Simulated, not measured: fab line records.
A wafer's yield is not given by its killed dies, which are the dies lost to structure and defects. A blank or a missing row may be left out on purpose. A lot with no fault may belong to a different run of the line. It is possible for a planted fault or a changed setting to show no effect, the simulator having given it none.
Which tool did it? || flow gf180mcu || 12 lots with 36 wafers sampled at 4 steps, on a route of 602 steps

== WHAT THE GAUGES SHOWED, per wafer ==
GF_STI_THK_MEAS_30.
{"lot": "L646", "measured": "day 2 08:40", "on": "filmMetro-03", "STI_OXIDATION_02_THK (nm)": "10.05 9.94 10.00"}
{"lot": "L647", "measured": "day 2 12:17", "on": "filmMetro-03", "STI_OXIDATION_02_THK (nm)": "10.08 9.89 10.03"}
{"lot": "L651", "measured": "day 3 08:23", "on": "filmMetro-04", "STI_OXIDATION_02_THK (nm)": "10.07 10.07 10.16"}
{"lot": "L654", "measured": "day 3 22:36", "on": "filmMetro-04", "STI_OXIDATION_02_THK (nm)": "9.40 9.49 9.42"}
{"lot": "L655", "measured": "day 4 03:53", "on": "filmMetro-01", "STI_OXIDATION_02_THK (nm)": "10.26 10.22 10.20"}
{"lot": "L657", "measured": "day 4 15:26", "on": "filmMetro-04", "STI_OXIDATION_02_THK (nm)": "10.14 10.24 10.21"}
{"lot": "L658", "measured": "day 4 23:02", "on": "filmMetro-01", "STI_OXIDATION_02_THK (nm)": "16.18 16.01 16.22"}
{"lot": "L659", "measured": "day 5 01:55", "on": "filmMetro-03", "STI_OXIDATION_02_THK (nm)": "9.81 9.85 9.87"}
{"lot": "L660", "measured": "day 5 06:28", "on": "filmMetro-04", "STI_OXIDATION_02_THK (nm)": "10.06 9.83 9.74"}
{"lot": "L662", "measured": "day 5 16:01", "on": "filmMetro-03", "STI_OXIDATION_02_THK (nm)": "10.02 9.91 9.94"}
{"lot": "L665", "measured": "day 6 09:31", "on": "filmMetro-03", "STI_OXIDATION_02_THK (nm)": "16.55 16.67 16.38"}
{"lot": "L669", "measured": "day 7 07:00", "on": "filmMetro-03", "STI_OXIDATION_02_THK (nm)": "15.51 15.69 15.76"}

GF_MVSD_OVL_MEAS_07.
{"lot": "L646", "measured": "day 4 12:27", "on": "overlay-02", "MVSD_OVL (nm)": "0.6 0.3 0.4"}
{"lot": "L647", "measured": "day 4 15:44", "on": "overlay-01", "MVSD_OVL (nm)": "0.6 1.5 0.3"}
{"lot": "L651", "measured": "day 5 16:17", "on": "overlay-02", "MVSD_OVL (nm)": "1.4 -0.7 0.0"}
{"lot": "L654", "measured": "day 6 08:26", "on": "overlay-02", "MVSD_OVL (nm)": "-0.3 -1.2 -1.1"}
{"lot": "L655", "measured": "day 6 13:58", "on": "overlay-01", "MVSD_OVL (nm)": "0.1 0.5 -0.9"}
{"lot": "L657", "measured": "day 7 03:29", "on": "overlay-01", "MVSD_OVL (nm)": "0.9 -0.5 0.0"}
{"lot": "L658", "measured": "day 7 09:48", "on": "overlay-01", "MVSD_OVL (nm)": "-2.1 -0.5 -1.2"}
{"lot": "L659", "measured": "day 7 16:14", "on": "overlay-01", "MVSD_OVL (nm)": "0.5 0.9 -1.1"}
{"lot": "L660", "measured": "day 7 19:59", "on": "overlay-02", "MVSD_OVL (nm)": "0.2 -0.9 -1.9"}
{"lot": "L662", "measured": "day 8 07:33", "on": "overlay-01", "MVSD_OVL (nm)": "0.4 0.2 0.0"}
{"lot": "L665", "measured": "day 9 01:08", "on": "overlay-02", "MVSD_OVL (nm)": "-0.5 0.3 -1.2"}
{"lot": "L669", "measured": "day 9 23:26", "on": "overlay-01", "MVSD_OVL (nm)": "-0.8 1.3 -0.9"}

== TOOL THAT RAN EACH LOT (tool first, then ch and the chambers of the sampled wafers, then the start) ==
{"lot": "L646", "GF_STI_STRIP_15": "plasmaAsher-03 ch 0,1, day 2 03:55", "GF_STI_OXIDATION_29": "furnace-01 ch 0, day 2 07:16"}
{"lot": "L647", "GF_STI_STRIP_15": "plasmaAsher-01 ch 0,1, day 2 08:10", "GF_STI_OXIDATION_29": "furnace-01 ch 0, day 2 10:53"}
{"lot": "L651", "GF_STI_STRIP_15": "plasmaAsher-01 ch 0, day 3 04:19", "GF_STI_OXIDATION_29": "furnace-01 ch 0, day 3 06:59"}
{"lot": "L654", "GF_STI_STRIP_15": "plasmaAsher-04 ch 0,1, day 3 18:28", "GF_STI_OXIDATION_29": "furnace-02 ch 0, day 3 21:12"}
{"lot": "L655", "GF_STI_STRIP_15": "plasmaAsher-03 ch 0,1, day 3 23:49", "GF_STI_OXIDATION_29": "furnace-01 ch 0, day 4 02:29"}
{"lot": "L657", "GF_STI_STRIP_15": "plasmaAsher-01 ch 0,1, day 4 09:37", "GF_STI_OXIDATION_29": "furnace-01 ch 0, day 4 14:01"}
{"lot": "L658", "GF_STI_STRIP_15": "plasmaAsher-04 ch 0,1, day 4 15:38", "GF_STI_OXIDATION_29": "furnace-01 ch 0, day 4 20:04"}
{"lot": "L659", "GF_STI_STRIP_15": "plasmaAsher-01 ch 0,1, day 4 21:25", "GF_STI_OXIDATION_29": "furnace-02 ch 0, day 5 00:31"}
{"lot": "L660", "GF_STI_STRIP_15": "plasmaAsher-04 ch 0,1, day 5 02:04", "GF_STI_OXIDATION_29": "furnace-02 ch 0, day 5 05:03"}
{"lot": "L662", "GF_STI_STRIP_15": "plasmaAsher-04 ch 0,1, day 5 11:52", "GF_STI_OXIDATION_29": "furnace-01 ch 0, day 5 14:37"}
{"lot": "L665", "GF_STI_STRIP_15": "plasmaAsher-04 ch 0,1, day 6 03:43", "GF_STI_OXIDATION_29": "furnace-01 ch 0, day 6 06:33"}
{"lot": "L669", "GF_STI_STRIP_15": "plasmaAsher-03 ch 0,1, day 7 00:12", "GF_STI_OXIDATION_29": "furnace-01 ch 0, day 7 03:14 and furnace-02 ch 0, day 7 05:34"}
- GF_STI_STRIP_15: strips in O2/N2.
- GF_STI_OXIDATION_29: stabilise 600 s, purge 300 s, target thk 10 nm.

== AS READ BY THE TOOLS THEMSELVES (means over the sampled wafers that have a number; for cases with no such wafer, the mark the record gives instead) ==
GF_STI_STRIP_15.
{"lot": "L646", "tool": "plasmaAsher-03", "drypumpMotorCurrentA (A)": 5.7, "heaterPowerW (W)": 332, "n2FlowSccm (sccm)": 300.3, "oesProductAu (a.u.)": 0.383, "stripTimeToEndpointS (s)": 3.74}
{"lot": "L647", "tool": "plasmaAsher-01", "drypumpMotorCurrentA (A)": 6.3, "heaterPowerW (W)": 366, "n2FlowSccm (sccm)": 300.9, "oesProductAu (a.u.)": 0.385, "stripTimeToEndpointS (s)": 3.70}
{"lot": "L651", "tool": "plasmaAsher-01", "drypumpMotorCurrentA (A)": 5.8, "heaterPowerW (W)": 412, "n2FlowSccm (sccm)": 299.5, "oesProductAu (a.u.)": 0.384, "stripTimeToEndpointS (s)": 3.69}
{"lot": "L654", "tool": "plasmaAsher-04", "drypumpMotorCurrentA (A)": 5.7, "heaterPowerW (W)": 326, "n2FlowSccm (sccm)": 300.1, "oesProductAu (a.u.)": 0.389, "stripTimeToEndpointS (s)": 3.74}
{"lot": "L655", "tool": "plasmaAsher-03", "drypumpMotorCurrentA (A)": 5.6, "heaterPowerW (W)": 323, "n2FlowSccm (sccm)": 300.2, "oesProductAu (a.u.)": 0.387, "stripTimeToEndpointS (s)": 3.73}
{"lot": "L657", "tool": "plasmaAsher-01", "drypumpMotorCurrentA (A)": 6.3, "heaterPowerW (W)": 363, "n2FlowSccm (sccm)": 300.1, "oesProductAu (a.u.)": 0.383, "stripTimeToEndpointS (s)": 3.78}
{"lot": "L658", "tool": "plasmaAsher-04", "drypumpMotorCurrentA (A)": 5.7, "heaterPowerW (W)": 324, "n2FlowSccm (sccm)": 300.1, "oesProductAu (a.u.)": 0.383, "stripTimeToEndpointS (s)": 3.71}
{"lot": "L659", "tool": "plasmaAsher-01", "drypumpMotorCurrentA (A)": 6.3, "heaterPowerW (W)": 359, "n2FlowSccm (sccm)": 300.2, "oesProductAu (a.u.)": 0.386, "stripTimeToEndpointS (s)": 3.69}
{"lot": "L660", "tool": "plasmaAsher-04", "drypumpMotorCurrentA (A)": 5.7, "heaterPowerW (W)": 328, "n2FlowSccm (sccm)": 299.7, "oesProductAu (a.u.)": 0.381, "stripTimeToEndpointS (s)": 3.76}
{"lot": "L662", "tool": "plasmaAsher-04", "drypumpMotorCurrentA (A)": 5.7, "heaterPowerW (W)": 326, "n2FlowSccm (sccm)": 300.5, "oesProductAu (a.u.)": 0.386, "stripTimeToEndpointS (s)": 3.70}
{"lot": "L665", "tool": "plasmaAsher-04", "drypumpMotorCurrentA (A)": 5.2, "heaterPowerW (W)": 320, "n2FlowSccm (sccm)": 300.1, "oesProductAu (a.u.)": 0.380, "stripTimeToEndpointS (s)": 3.77}
{"lot": "L669", "tool": "plasmaAsher-03", "drypumpMotorCurrentA (A)": 5.8, "heaterPowerW (W)": 342, "n2FlowSccm (sccm)": 299.9, "oesProductAu (a.u.)": 0.384, "stripTimeToEndpointS (s)": 3.69}

GF_STI_OXIDATION_29.
{"lot": "L646", "tool": "furnace-01", "spikeTcTopC (C)": 909.9, "tubeCenterTempC (C)": 900, "tube_center_temp_C_max": 902.4}
{"lot": "L647", "tool": "furnace-01", "spikeTcTopC (C)": 911.6, "tubeCenterTempC (C)": 900, "tube_center_temp_C_max": 902.5}
{"lot": "L651", "tool": "furnace-01", "spikeTcTopC (C)": 911.8, "tubeCenterTempC (C)": 900, "tube_center_temp_C_max": 902.5}
{"lot": "L654", "tool": "furnace-02", "spikeTcTopC (C)": 912.6, "tubeCenterTempC (C)": 900, "tube_center_temp_C_max": 902.3}
{"lot": "L655", "tool": "furnace-01", "spikeTcTopC (C)": 911.2, "tubeCenterTempC (C)": 900, "tube_center_temp_C_max": 902.2}
{"lot": "L657", "tool": "furnace-01", "spikeTcTopC (C)": 911.3, "tubeCenterTempC (C)": 900, "tube_center_temp_C_max": 902.6}
{"lot": "L658", "tool": "furnace-01", "spikeTcTopC (C)": 910.4, "tubeCenterTempC (C)": 900, "tube_center_temp_C_max": 902.1}
{"lot": "L659", "tool": "furnace-02", "spikeTcTopC (C)": 911.8, "tubeCenterTempC (C)": 900, "tube_center_temp_C_max": 902.4}
{"lot": "L660", "tool": "furnace-02", "spikeTcTopC (C)": 911.2, "tubeCenterTempC (C)": 900, "tube_center_temp_C_max": 902.4}
{"lot": "L662", "tool": "furnace-01", "spikeTcTopC (C)": 911.4, "tubeCenterTempC (C)": 900, "tube_center_temp_C_max": 902.5}
{"lot": "L665", "tool": "furnace-01", "spikeTcTopC (C)": 911.5, "tubeCenterTempC (C)": 900, "tube_center_temp_C_max": 902.1}
{"lot": "L669", "tool": "furnace-01/furnace-02", "spikeTcTopC (C)": 911.6, "tubeCenterTempC (C)": 900, "tube_center_temp_C_max": 902.0}

== THE ANSWER, worked out from the rows above alone ==
Rule: the lots themselves supply what counts as usual. The widest of any qualifying gaps counts: lots, ordered by their means at a reading, are off when they make up no more than a third of the lots, leave a main group of 4 or more, and stand apart from it by 3 or more times the standard deviation of that group's means. A main group whose means are all the same, to the digits that the tables above print for the reading, isn't used. A lot without any number at a reading at which 4 lots or more have one is off too. All remaining lots with rows at the step are treated as sound. The gauges are gone through in route order, then the tools' own readings, and for those a lot's mean is taken as printed above. The first step at which some lot is off is used, and at that step the reading that is off furthest; a lot without a number counts as furthest.
Off: L658, L665, L669, at GF_STI_THK_MEAS_30 (STI_OXIDATION_02_THK). For the main group the mean is 9.96 nm and the standard deviation 0.22.
A tool fits if, at a process step before that reading, it ran every lot that is off, and no sound lot after the first of them. The gauges at GF_STI_THK_MEAS_30 are tried like those tools. Not one of the candidates tried fits.

== WHAT THE SIMULATOR PUT IN ==
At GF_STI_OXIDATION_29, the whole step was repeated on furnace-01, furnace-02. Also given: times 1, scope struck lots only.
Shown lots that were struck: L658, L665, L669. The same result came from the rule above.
